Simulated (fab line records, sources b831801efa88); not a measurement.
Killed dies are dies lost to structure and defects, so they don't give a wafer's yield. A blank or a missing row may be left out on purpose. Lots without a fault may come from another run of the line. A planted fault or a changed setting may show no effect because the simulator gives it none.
fab line records | flow sky130
record lots=5 wafers=15 last_day=50
route steps=708 shown SONOS_ONO@182 GATE_OXIDE@187 PAD_OPEN@708
lots that met no fault: from a run of the same line without faults
start_h: hours from the record's first day to the start of the lot's first wafer shown | wait_h: hours since the lot's step before | " the same as in the row above | L1.1+2: a row that stands for several wafers | - no value, or no start given | * or withheld: withheld | < > ~ a bound
route shown NAME@n: a module of which the file shows steps, and the number in the route of the first | usual: mean/standard deviation of fault-free wafers | same: alike in all rows | chamber/n: place in a boat | sites: the reading at each site | _std_site: their standard deviation | _edge_site: outer sites' mean less inner sites' | radius_mm: how far each site lies from the wafer's centre | mask NAME#n: copy n | behind: the tool/chamber that last shaped the wafer | hold: why the lot was held/for how many hours/how that ended | device: the transistor (n, p or np) that didn't switch | end of line: the same wafers' tests at the end of the route | a step without rows: its recipe alone | killed: dies lost to structure and defects at the first sort, not the wafer's yield | map: a wafer's dies, x killed, . not, _ none there
set.NAME: the setting as run; set.NAME@STEP: as run at that earlier step | model.NAME: the simulator's own value behind a step, which no gauge read
lots at some steps of the route; a table a step, a row a wafer
services: from which hour (start_h, from the record's first day; less than 0 if before it) a tool's chamber was out of use, for how many hours, and why
## steps
# step SKY_SONOS_ONO_OVL_MEAS_14
# usual SONOS_ONO_OVL=-0.7/1.3
# columns lot.wafer tool chamber start_h wait_h SONOS_ONO_OVL[nm]
L392.1 overlay-02 - 377.90 0.1 -1.3
L392.2 " - " " -3.5
L392.3 " - " " -2.9
L393.1 overlay-02 - 386.76 0.1 0.5
L393.3 " - " " 0.6
L393.5 " - " " 0.6
L395.2 overlay-01 - 407.92 0.1 -0.7
L395.3 " - " " -0.2
L395.5 " - " " 0.0
L397.1 overlay-01 - 422.81 0.1 0.3
L397.2 " - " " -0.9
L397.5 " - " " -0.4
L405.1 overlay-02 - 497.66 0.1 -1.5
L405.2 " - " " -2.4
L405.6 " - " " -0.7
# step SKY_SONOS_ONO_ETCH_15
# recipe target_depth_nm=19.52 chemistry=CHF3/O2 source_w=600 bias_w=200 pressure_mtorr=40 chf3_flow_sccm=50 O2_flow_sccm=5 time_s=7.8
# usual O2_flow_sccm=4.998/0.015 drypump_motor_current_A=5.6/0.4 oes_product_au=1.000/0.016 throttle_valve_pct=8.825/0.01
# columns lot.wafer tool chamber start_h wait_h O2_flow_sccm drypump_motor_current_A oes_product_au rf_hours_counter_h throttle_valve_pct
L392.1 rie_diel-04 3 377.94 0.0 4.987 5.5 0.990 63 8.826
L392.2 " 0 " " 4.994 5.6 0.980 3 8.817
L392.3 " 1 " " 4.983 5.0 0.992 12 8.812
L393.1 rie_diel-04 0 386.80 0.0 5.005 5.5 0.983 3 8.824
L393.3 " 1 " " 5.014 5.0 0.993 12 8.824
L393.5 " 0 " " 4.984 5.5 0.977 - 8.831
L395.2 rie_diel-03 0 407.95 0.0 4.999 5.4 0.987 2 8.825
L395.3 " 3 " " 4.990 6.4 1.012 8 8.844
L395.5 " 0 " " 4.992 5.4 0.985 - 8.818
L397.1 rie_diel-04 2 422.85 0.0 4.950 5.7 1.011 5 8.822
L397.2 " 3 " " 4.981 5.5 1.000 64 8.820
L397.5 " 2 " " 4.947 5.7 1.021 - 8.829
L405.1 rie_diel-04 0 497.70 0.0 5.000 5.5 0.972 5 8.831
L405.2 " 2 " " 4.994 5.7 1.013 6 8.827
L405.6 " 1 " " 5.001 5.0 0.995 - 8.823
# step SKY_SONOS_ONO_WET_ETCH_16
# recipe chemistry=dHF target_depth_nm=14 dry=n2_spin target=SiO2 dilution=100:1 temp_c=25 time_s=280
# step SKY_SONOS_ONO_STRIP_17
# recipe chemistry=O2/N2 power_w=1400 pressure_mtorr=1500 platen_temp_c=withheld o2_flow_sccm=3000 n2_flow_sccm=300 overash_fraction=0.5
# usual drypump_motor_current_A=5.6/0.49 oes_product_au=0.710/0.0051 strip_time_to_endpoint_s=14.09/0.04
# columns lot.wafer tool chamber start_h wait_h drypump_motor_current_A oes_product_au rf_hours_counter_h strip_time_to_endpoint_s
L392.1 plasma_asher-04 0 378.04 0.0 5.6 0.709 65 14.08
L392.2 " 1 " " 4.9 0.711 65 14.07
L392.3 " 0 " " 5.6 0.714 - 14.06
L393.1 plasma_asher-04 1 386.91 0.0 4.9 0.700 66 14.02
L393.3 " 1 " " 4.9 0.708 - 14.06
L393.5 " 1 " " 4.9 0.713 - 14.04
L395.2 plasma_asher-04 1 408.06 0.0 4.9 0.705 68 14.07
L395.3 " 0 " " 5.6 0.702 - 14.10
L395.5 " 0 " " 5.6 0.703 - 14.09
L397.1 plasma_asher-01 1 422.96 0.0 5.3 0.708 61 14.10
L397.2 " 0 " " 5.7 0.715 61 14.06
L397.5 " 1 " " 5.3 0.701 - 14.08
L405.1 plasma_asher-01 0 497.82 0.0 5.7 0.712 69 14.14
L405.2 " 1 " " 5.3 0.710 69 14.09
L405.6 " 0 " " 5.7 0.710 - 14.11
# step SKY_SONOS_ONO_WET_ETCH_18
# recipe chemistry=H3PO4 target_depth_nm=15 target=Si3N4 temp_c=160 time_s=172
# step SKY_GATE_OXIDE_CLEAN_00
# recipe chemistry=SC1/SC2 mix=1:4:20 temp_c=70 time_s=150 dry=n2_spin
# step SKY_GATE_OXIDE_OXIDATION_01
# recipe temp_c=900 ambient=O2 stabilise_s=600 purge_s=300 target_thk_a=102.68 ox_time_s=1473
# step SKY_GATE_OXIDE_THK_MEAS_02
# recipe reads=SiO2_of_GATE_OXIDE_OXIDATION_01
# usual GATE_OXIDE_OXIDATION_00_THK=10.19/0.19
# columns lot.wafer tool chamber start_h wait_h GATE_OXIDE_OXIDATION_00_THK[nm]
L392.1 film_metro-03 - 382.96 0.0 10.10
L392.2 " - " " 10.17
L392.3 " - " " 10.36
L393.1 film_metro-01 - 388.88 0.0 10.18
L393.3 " - " " 9.96
L393.5 " - " " 10.06
L395.2 film_metro-03 - 409.93 0.0 9.81
L395.3 " - " " 10.24
L395.5 " - " " 10.10
L397.1 film_metro-01 - 424.62 0.0 10.10
L397.2 " - " " 10.03
L397.5 " - " " 10.17
L405.1 film_metro-04 - 499.44 0.0 10.20
L405.2 " - " " 10.35
L405.6 " - " " 10.33
# step SKY_GATE_OXIDE_DEHYDRATE_03
# recipe temp_c=200 time_s=60
# step SKY_GATE_OXIDE_HMDS_04
# recipe prime_time_s=60 prime_temp_c=120
# step SKY_GATE_OXIDE_COAT_05
# recipe resist=NOVOLAK spin_rpm=3000 resist_thk_nm=1140
# step SKY_GATE_OXIDE_SOFTBAKE_06
# recipe temp_c=90 time_s=60 resist=NOVOLAK
# step SKY_GATE_OXIDE_EXPOSE_07
# recipe mask_id=LVOM na=0.6 source_shape=conventional sigma_outer=0.6 polarization=unpolarized target_cd_nm=600 dose_mj=170
# columns lot.wafer tool chamber start_h wait_h mask
L392.1+2+3 iline_stepper-01 0 395.79 - LVOM#0
L393.1+3+5 iline_stepper-02 0 402.91 - LVOM#0
L395.2+3+5 iline_stepper-02 0 425.12 - NWM#0
L397.1+2+5 iline_stepper-01 0 440.76 - LVOM#0
L405.1+2+6 iline_stepper-01 0 514.50 - LVOM#0
# step SKY_GATE_OXIDE_PEB_08
# recipe temp_c=withheld time_s=* resist=NOVOLAK
# step SKY_GATE_OXIDE_DEVELOP_09
# recipe resist=NOVOLAK developer=TMAH develop_time_s=60 dev_temp_c=23
# step SKY_GATE_OXIDE_OVL_MEAS_10
# usual GATE_OXIDE_OVL=-1.2/1.4
# columns lot.wafer tool chamber start_h wait_h GATE_OXIDE_OVL[nm]
L392.1 overlay-01 - 410.64 0.1 -1.5
L392.2 " - " " -1.4
L392.3 " - " " -2.9
L393.1 overlay-01 - 418.05 0.1 -1.6
L393.3 " - " " -0.3
L393.5 " - " " -0.6
L395.2 overlay-01 - 440.39 0.1 -
L395.3 " - " " -
L395.5 " - " " -
L397.1 overlay-02 - 456.05 0.1 -3.2
L397.2 " - " " -2.9
L397.5 " - " " -2.7
L405.1 overlay-02 - 529.03 0.1 -1.8
L405.2 " - " " -2.0
L405.6 " - " " -1.8
# step SKY_GATE_OXIDE_IMPLANT_11
# recipe species=B energy_kev=10 dose_cm2=2.6e+12 tilt_deg=withheld
# step SKY_GATE_OXIDE_WET_ETCH_12
# recipe chemistry=dHF target_depth_nm=16.8 dry=n2_spin target=SiO2 dilution=100:1 temp_c=25 time_s=336
# step SKY_GATE_OXIDE_STRIP_13
# recipe chemistry=O2/N2 power_w=1400 pressure_mtorr=1500 platen_temp_c=withheld o2_flow_sccm=3000 n2_flow_sccm=300 overash_fraction=0.5
# usual drypump_motor_current_A=5.5/0.39 oes_product_au=0.715/0.0044 strip_time_to_endpoint_s=14.17/0.041
# columns lot.wafer tool chamber start_h wait_h drypump_motor_current_A oes_product_au rf_hours_counter_h strip_time_to_endpoint_s
L392.1 plasma_asher-01 1 410.92 0.0 5.3 0.715 59 14.23
L392.2 " 0 " " 5.7 0.719 59 14.17
L392.3 " 0 " " 5.7 0.715 - 14.21
L393.1 plasma_asher-04 1 418.34 0.0 4.9 0.717 70 14.14
L393.3 " 0 " " 5.6 0.714 - 14.13
L393.5 " 1 " " 4.9 0.720 - 14.13
L395.2 plasma_asher-01 1 440.67 0.0 5.3 0.707 63 14.12
L395.3 " 0 " " 5.7 0.714 - 14.16
L395.5 " 0 " " 5.8 0.718 - 14.14
L397.1 plasma_asher-02 1 456.34 0.0 6.0 0.710 72 14.19
L397.2 " 0 " " 5.8 0.712 72 14.19
L397.5 " 0 " " 5.8 0.712 - 14.22
L405.1 plasma_asher-04 1 529.33 0.0 4.9 0.724 9 14.05
L405.2 " 0 " " 5.6 0.724 9 14.05
L405.6 " 1 " " 4.9 0.721 - 14.09
# step SKY_GATE_OXIDE_TW_MEAS_14
# usual GATE_OXIDE_TW=222.0/2.1
# columns lot.wafer tool chamber start_h wait_h GATE_OXIDE_TW
L392.1 film_metro-03 - 411.02 0.1 220.2
L392.2 " - " " 221.2
L392.3 " - " " 220.1
L393.1 film_metro-03 - 418.44 0.1 220.3
L393.3 " - " " 219.6
L393.5 " - " " 220.5
L395.2 film_metro-03 - 440.78 0.1 29.3
L395.3 " - " " 29.3
L395.5 " - " " 29.4
L397.1 film_metro-03 - 456.44 0.1 221.0
L397.2 " - " " 222.4
L397.5 " - " " 220.5
L405.1 film_metro-01 - 529.43 0.1 222.9
L405.2 " - " " 223.2
L405.6 " - " " 223.5
# step SKY_GATE_OXIDE_CLEAN_15
# recipe chemistry=SC1/SC2 mix=1:4:20 temp_c=70 time_s=150 dry=n2_spin
# step SKY_PAD_OPEN_PROBE_99
# usual killed_at_M0_to_M3=43/7.8 killed_at_M4_up=3.2/1.9 killed_at_contacts=24/5 killed_at_front_end=14/4.5 killed_at_other=0.2/0.41 killed_dies=84/9.6 killed_on_rim=17/3.8 killed_open=47/6.9 killed_short=38/6
# same gross_dies=492 killed_at_back_side=0
# columns lot.wafer tool chamber start_h wait_h killed_at_M0_to_M3 killed_at_M4_up killed_at_contacts killed_at_front_end killed_at_other killed_dies killed_on_rim killed_open killed_short
L393.1 prober-01 - 1154.16 0.1 29 3 26 13 0 71 16 39 32
L393.3 prober-01 - 1154.26 0.2 37 6 23 22 0 88 21 50 38
L393.5 prober-01 - 1154.36 0.2 40 0 28 8 0 76 14 39 37
L395.2 prober-01 - 1158.96 0.1 32 0 35 424 1 492 96 59 33
L395.3 prober-01 - 1159.01 0.2 56 2 21 413 0 492 96 56 41
L395.5 prober-01 - 1159.11 0.2 43 0 25 424 0 492 96 48 29
# killed by level:class
L393.1 CONTACT:geometric_particle:open=9 LOCAL_INTERCONNECT:geometric_particle:short=6 FIELD_ISO:geometric_particle:short=5 LI_CONTACT:geometric_particle:open=5 METAL1:geometric_particle:short=5 VIA1:geometric_particle:open=5 VIA3:geometric_particle:open=5 CONTACT:geometric_particle:short=4
L393.3 VIA1:geometric_particle:open=12 POLY_GATE:geometric_particle:open=8 LI_CONTACT:geometric_particle:open=8 LOCAL_INTERCONNECT:geometric_particle:short=6 VIA3:geometric_particle:open=6 CONTACT:geometric_particle:short=5 METAL1:geometric_particle:short=5 VIA2:geometric_particle:open=4
L393.5 METAL1:geometric_particle:short=10 LI_CONTACT:geometric_particle:open=8 VIA1:geometric_particle:open=8 LOCAL_INTERCONNECT:geometric_particle:short=7 VIA1:geometric_particle:short=7 CONTACT:geometric_particle:open=6 FIELD_ISO:geometric_particle:open=5 METAL3:geometric_particle:short=4
L395.2 GATE_OXIDE:area_expose=400 CONTACT:geometric_particle:open=12 LI_CONTACT:geometric_particle:open=10 POLY_GATE:geometric_particle:open=7 VIA1:geometric_particle:open=6 VIA2:geometric_particle:open=6 FIELD_ISO:geometric_particle:open=5 FIELD_ISO:geometric_particle:short=4
L395.3 GATE_OXIDE:area_expose=395 VIA1:geometric_particle:open=12 CONTACT:geometric_particle:open=11 VIA3:geometric_particle:open=8 METAL1:geometric_particle:short=8 FIELD_ISO:geometric_particle:open=7 METAL2:geometric_particle:short=7 VIA1:geometric_particle:short=6
L395.5 GATE_OXIDE:area_expose=415 VIA1:geometric_particle:open=12 LI_CONTACT:geometric_particle:open=10 CONTACT:geometric_particle:open=8 VIA2:geometric_particle:open=6 VIA1:geometric_particle:short=5 VIA3:geometric_particle:open=5 METAL1:geometric_particle:short=4
# map L395.2 (x killed, . not)
__________xxxxxxxxxx_________
________xxxxxxxxxxxxxx_______
______xxxxxxxxxxxxxxxxxx_____
_____xxxxxxxxxxxxxxxxxxxx____
____xxxxxxxxxxxxxxxxxxxxxx___
___xxxxxxxxxxxxxxxxxxxxxxxx__
__xxxxxxxxxxxxxxxxxxxxxxxxxx_
_xxxxxxxxxxxxxxxxxxxxxxxxxxxx
_xxxxxxxxxxxxxxxxxxxxxxxxxxxx
_xxxxxxxxxxxxxxxxxxxxxxxxxxxx
_xxxxxxxxxxxxxxxxxxxxxxxxxxxx
_xxxxxxxxxxxxxxxxxxxxxxxxxxxx
_xxxxxxxxxxxxxxxxxxxxxxxxxxxx
_xxxxxxxxxxxxxxxxxxxxxxxxxxxx
_xxxxxxxxxxxxxxxxxxxxxxxxxxxx
__xxxxxxxxxxxxxxxxxxxxxxxxxx_
___xxxxxxxxxxxxxxxxxxxxxxxx__
____xxxxxxxxxxxxxxxxxxxxxx___
_____xxxxxxxxxxxxxxxxxxxx____
______xxxxxxxxxxxxxxxxxx_____
________xxxxxxxxxxxxxx_______
__________xxxxxxxxxx_________
# map L393.3 (x killed, . not)
__________.x.xxx...x_________
________x...x.....x..x_______
______.....x...x........_____
_____.......x.x..........____
____.x...x................___
___xx....x..........x.x....__
__.........x..x.x......xx..._
_....xxx....x...........xx...
_.....xx.......xx.xx.........
_..............x..x...x......
_..............x......xx.....
_x.........xx......x....xx..x
_.x...x.....x.x...x..........
_.xx.x....x.....x.x......x...
_.................x.x........
__....xx..xx..........x....x_
___xx................x.....__
____........xx.......x....___
_____.xx.............x...____
______.x..x............x_____
________..x....x.xx..._______
__________x..x......_________
## services
# columns tool chamber start_h hours kind
rie_diel-03 3 381.13 1.5 repair
iline_stepper-02 - 383.17 1.7 repair
plasma_asher-02 - 390.57 28.1 pm
plasma_asher-04 - 421.25 9.0 pm
plasma_asher-04 0 421.25 9.0 vent_cycle
plasma_asher-04 1 421.25 9.0 vent_cycle
plasma_asher-04 - 423.40 4.6 repair
plasma_asher-04 0 430.25 - clean
plasma_asher-04 1 430.25 - clean
rie_diel-03 - 452.56 10.0 pm
plasma_asher-04 - 462.35 2.8 pm
rie_diel-04 1 477.71 2.5 repair
rie_diel-03 1 496.21 10.2 repair
iline_stepper-01 - 500.74 1.7 pm
iline_stepper-02 - 508.26 1.7 pm
plasma_asher-04 - 519.57 1.4 repair
rie_diel-04 - 527.78 0.2 repair
## key
first_sign step=SKY_GATE_OXIDE_EXPOSE_07 reading=mask direction=changed
effect step=SKY_GATE_OXIDE_OVL_MEAS_10 reading=GATE_OXIDE_OVL direction=missing
effect step=SKY_GATE_OXIDE_TW_MEAS_14 reading=GATE_OXIDE_TW direction=down sigmas=93 usual=222.0 struck=29.3
effect step=SKY_PAD_OPEN_PROBE_99 reading=killed_at_front_end direction=up sigmas=90 usual=14 struck=420
more_kills_born_at SKY_GATE_OXIDE_EXPOSE_07@iline_stepper-02=1210
met_at SKY_GATE_OXIDE_EXPOSE_07
struck_wafers L395.2,L395.3,L395.5
later_rows_left_out L395.2,L395.3,L395.5
tester_left_out L395
onset_between 402.91 425.12
fault kind=wrong_mask tool=any chamber=- onset_h=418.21 steps=SKY_GATE_OXIDE_EXPOSE_07 aux_copy=NWM#0 scope=struck_lots_only
# tester_left_out: of these lots the tester's yield and bins aren't shown, on N5 and GAA mostly nor the transistor test; their killed dies are dies lost to structure and defects alone, not to doping, threshold or leakage, so they don't give the yield
# later_rows_left_out: the simulator's readings of these wafers behind a module that went badly wrong aren't trusted and aren't shown, but for the sort
